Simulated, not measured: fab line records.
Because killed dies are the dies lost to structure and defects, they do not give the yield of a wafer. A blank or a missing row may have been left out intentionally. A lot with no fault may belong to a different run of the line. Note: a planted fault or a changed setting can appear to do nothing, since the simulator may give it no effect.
The same fault as seen by 2 desks -- flow gf180mcu -- each desk holds nothing but its own numbers, with what lay behind them at the end

== METROLOGY DESK ==
What the gauges read, lot by lot, whatever tool the lot ran on: means of the sampled wafers that have a number. A lot is out of limits, marked OUT, if its mean lies more than 4 standard deviations from the usual mean; the brackets give that distance.
Columns: A = M3_ALCU_RS at GF_M3_RS_MEAS_05, usual 0.0695 ohm/sq; B = cd nm at GF_V3_CD_MEAS_14, usual 259.9 nm; C = V3_W_RS at GF_V3_RS_MEAS_24, usual 0.328 ohm/sq; D = V3_W_THK at GF_V3_THK_MEAS_25, usual 351 nm
lot,first seen here,A,B,C,D
L957,day 20 13:59,0.0691,260.1,0.322,357
L958,day 20 16:37,0.0681,259.6,0.331,349
L966,day 23 20:02,0.0685,259.2,0.329,352
L967,day 24 04:56,0.0697,260.7,0.386 (+13) OUT,305 (-7.3) OUT
L968,day 24 08:46,0.0694,258.7,0.389 (+14) OUT,294 (-9.0) OUT
L974,day 26 12:51,0.0691,261.0,0.324,352
L976,day 26 21:41,0.0696,260.8,0.329,343
L977,day 27 14:11,0.0701,259.8,0.330,351
L978,day 27 20:24,0.0695,261.3,0.326,346
L979,day 28 04:00,0.0704,260.5,0.325,357
L980,day 28 12:31,0.0690,258.0,0.329,349
This desk's finding: out of limits on L967, L968; first on L967, day 26 03:14 (V3_W_RS at GF_V3_RS_MEAS_24). L957, L958, L966, L974, L976, L977, L978, L979, L980 stayed within limits.

== TOOL OWNER'S DESK, cvd w-01 ==
The tool's own readings at GF_V3_CVD_23 (deposits W, target thk 350 nm, time 104.9 s): means of the sampled wafers that have a number, for each lot that ran on this tool. A lot is out of limits, marked OUT, if its mean lies more than 4 standard deviations from the usual mean; the brackets give that distance.
Columns: A = heater power w at GF_V3_CVD_23, usual 898 W; B = susceptor temp C at GF_V3_CVD_23, usual 399.98 C
lot,first seen here,A,B
L967,day 26 03:07,876,400.01
L968,day 26 05:40,872,399.77
L979,day 29 20:49,857,400.13
L980,day 30 04:55,928,399.98
This desk found nothing out of limits on any of the 4 lots.

== BROUGHT TOGETHER ==
An alarm was possible from the metrology desk at day 26 03:14, on L967, L968.
The tool owner's desk saw nothing out of limits.
The tool owner's desk has L967, L968 on record, within its limits.
Every lot named ran GF_V3_CVD_23 on cvd w-01.

== WHAT THE SIMULATOR HAD INSERTED ==
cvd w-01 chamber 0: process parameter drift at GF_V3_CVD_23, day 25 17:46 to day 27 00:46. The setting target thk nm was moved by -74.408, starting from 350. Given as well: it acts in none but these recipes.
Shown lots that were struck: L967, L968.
Per desk, hours elapsed from the start of the fault to the first reading out of limits: for the metrology desk, 9.
